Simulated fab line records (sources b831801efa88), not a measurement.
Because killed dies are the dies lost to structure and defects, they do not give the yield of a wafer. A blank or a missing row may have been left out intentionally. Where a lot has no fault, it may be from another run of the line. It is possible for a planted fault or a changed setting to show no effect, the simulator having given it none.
Chamber matching / flow gf180mcu / 3 sister chambers for GF_V3_CVD_02 on pecvd-04
The step deposits SiO2 from TEOS, target thk 850 nm, time 90.27 s. 3 wafers are shown with their chamber, then 8 later ones without.

== WAFERS WITH THEIR CHAMBER ==
wafer=L630.5; chamber=2; heaterPowerW (W)=561
wafer=L631.6; chamber=0; heaterPowerW (W)=521
wafer=L634.3; chamber=1; heaterPowerW (W)=663

== WAFERS WITH NO CHAMBER GIVEN ==
wafer=L634.4; heaterPowerW (W)=548
wafer=L634.5; heaterPowerW (W)=518
wafer=L637.2; heaterPowerW (W)=652
wafer=L637.4; heaterPowerW (W)=537
wafer=L637.6; heaterPowerW (W)=531
wafer=L638.1; heaterPowerW (W)=483
wafer=L638.2; heaterPowerW (W)=538
wafer=L638.3; heaterPowerW (W)=558

== THE CHAMBER EACH PASSED THROUGH ==
wafer=L634.4; from the rows above=can't be placed: 2 or 0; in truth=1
wafer=L634.5; from the rows above=0; in truth=0
wafer=L637.2; from the rows above=1; in truth=1
wafer=L637.4; from the rows above=can't be placed: 0 or 2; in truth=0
wafer=L637.6; from the rows above=can't be placed: 0 or 2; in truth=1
wafer=L638.1; from the rows above=0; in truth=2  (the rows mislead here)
wafer=L638.2; from the rows above=can't be placed: 0 or 2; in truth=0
wafer=L638.3; from the rows above=can't be placed: 2 or 0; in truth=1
Correctly placed: 2 of 8. Unplaceable from these rows: 5, with the true chamber sitting among the candidates in 2. Placed wrongly: 1.
How it was worked out, from the rows above alone: a wafer's distance from a chamber is the root of the sum, over the readings, of the square of ((its reading less the chamber's mean) divided by the reading's scatter). If the next closest chamber is less than 2 further off than the closest, the wafer can't be placed; otherwise it belongs to the closest. Each chamber's mean is taken over the wafers shown for it. The scatter: root of mean squared gap, hidden wafer to nearest shown wafer, with one shown wafer a chamber.
